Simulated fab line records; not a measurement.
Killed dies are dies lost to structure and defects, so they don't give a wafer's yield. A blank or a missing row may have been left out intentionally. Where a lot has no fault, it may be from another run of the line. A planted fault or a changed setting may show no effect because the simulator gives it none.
Problem report in the 8D (eight disciplines) form, filled by code | flow gf180mcu | the parts of the form that need people (team, actions taken, sign-off) are left out

## 1. THE PROBLEM
temp-c at GF_STI_WET_ETCH_17 reads a mean of 156.32 C on 6 wafers of 2 lots; wafers without a fault read 160.02 C with a standard deviation of 0.16. Relative to the usual mean, that is a shift of -23 standard deviations.
The step: etches Si3N4 in H3PO4, target depth 45 nm, time 514 s.
The first sign was on wafer L338.1 at day 6 09:31, on wet-bench-03. The record holds 18 wafers of 6 lots with a number at this step. The rule behind "out" and "out of limits": a value lying over 4 standard deviations away from the usual mean. The rest of the wafers with a number are treated as sound.

## 2. WHAT IT IS AND WHAT IT IS NOT
question                    | is                        | is not
which readings at this step | temp-c, bath-guard-temp-C | -
which lots                  | L338, L340                | L320, L321, L329, L341
which wafers of those lots  | all that have a number    | -
read on which tools         | wet-bench-03              | wet-bench-01, wet-bench-02
when                        | from day 6 09:31          | up to then (9 sound wafers); but 3 sound wafers of L341 came after

## 3. SUSPECTS, AND WHAT RULES EACH OUT
Counting: a tool stays on the suspect list if, at a process step up to the reading, it processed all lots that are out and no sound lot following the first of them.
- rie-diel-02 at GF_STI_ETCH_13 (etches the open film in CHF3/O2, stops on Si, target depth 282.31 nm, time 112.9 s): ruled out as a lasting fault. The sound lots L341 went through it after L338, its earliest lot that is out (day 6 09:16).
- rie-si-01 at GF_STI_ETCH_14 (etches Si in HBr/Cl2/O2, target depth 360 nm, time 102.9 s): ruled out as a lasting fault. The sound lots L341 went through it after L338, its earliest lot that is out (day 6 09:20).
- wet-bench-03 at GF_STI_WET_ETCH_17 (etches Si3N4 in H3PO4, target depth 45 nm, time 514 s): kept. It processed each lot that is out, first L338 at day 6 09:31, and no sound lot thereafter; up to then, the last sound lot it processed was L329 at day 4 09:52. Its own bath-guard-temp-C, temp-c readings are out on those wafers.
After counting, what remains is wet-bench-03 at GF_STI_WET_ETCH_17.

## 4. THE CAUSE (what the simulator had put in)
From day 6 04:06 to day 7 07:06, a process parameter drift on wet-bench-03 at GF_STI_WET_ETCH_17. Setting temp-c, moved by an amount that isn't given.
The count eliminated every tool but this one.

## 5. THE CHAIN OF EFFECTS, in route order
Rows list readings where the struck wafers' mean (over those with a number) sits beyond 3 standard deviations from the usual. Readings are gone through only where the record gives a usual standard deviation; hours: the median, over the lots, of the time from a lot's start at the first step in this table giving one to that lot's start at this step; sigmas: the change measured in usual standard deviations.
hours | step               | reading           | usual    | on struck wafers | change | sigmas
0     | GF_STI_WET_ETCH_17 | bath-guard-temp-C | 159.9 C  | 155.8            | -4.1   | -7.4
0     | GF_STI_WET_ETCH_17 | temp-c            | 160.02 C | 156.32           | -3.70  | -23
It contains these process steps:
- GF_STI_WET_ETCH_17: etches Si3N4 in H3PO4, target depth 45 nm, time 514 s.
At these later measuring or inspecting steps, every struck wafer for which the step has a row has a number for every such reading, and none has moved that far: GF_STI_THK_MEAS_22, GF_STI_THK_MEAS_24.

## 6. WHAT WOULD HAVE CAUGHT IT SOONER
First out-of-limits reading in this record: day 6 09:31, which is 5 hours after fault onset at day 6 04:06.
